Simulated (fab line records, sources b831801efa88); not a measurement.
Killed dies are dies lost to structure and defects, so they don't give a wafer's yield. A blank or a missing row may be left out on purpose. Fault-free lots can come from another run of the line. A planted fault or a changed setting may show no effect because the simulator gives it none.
Which tool is to blame? -- flow sky130 -- at 1 step of a route of 708, 12 lots with 36 wafers sampled

## WHAT THE GAUGES READ, wafer by wafer
SKY_FIELD_ISO_THK_MEAS_02.
lot,measured,on,FIELD_ISO_OXIDATION_00_THK (nm)
L076,day 1 22:34,filmMetro-03,11.84 11.85 12.03
L077,day 2 08:26,filmMetro-02,12.08 11.96 12.05
L079,day 2 13:56,filmMetro-02,11.92 12.02 11.57
L081,day 2 23:04,filmMetro-02,12.11 12.18 11.84
L083,day 3 08:38,filmMetro-03,12.25 12.09 12.16
L085,day 3 19:30,filmMetro-03,12.25 12.27 12.16
L087,day 4 04:38,filmMetro-03,11.58 11.72 11.87
L089,day 4 16:55,filmMetro-02,11.94 12.07 11.97
L091,day 5 01:32,filmMetro-04,12.18 12.08 12.31
L093,day 5 10:38,filmMetro-02,12.19 11.93 12.00
L095,day 5 20:57,filmMetro-02,11.75 11.58 11.76
L097,day 6 06:55,filmMetro-03,12.22 12.16 12.09

## WHICH TOOL RAN EACH LOT (tool, then ch and the chambers of the sampled wafers, then the start)
There is no process step in the record ahead of these readings.

## THE ANSWER, worked out from the rows above alone
Rule: usual is defined by the lots themselves. Put in order of their means at a reading, lots are off if they are a third of the lots or fewer, leave a main group of 4 or more, and stand apart from it by a gap of 3 or more times the standard deviation of the main group's means; of several such gaps the widest counts. If all means in a main group match to the digits the tables above print for the reading, that group is not used. Also off: a lot with no number at a reading for which 4 or more lots have one. Any other lot the step has rows for is counted as sound.
None of the lots is off at any reading shown; this tells nothing.

## WHAT THE SIMULATOR HAD PUT IN
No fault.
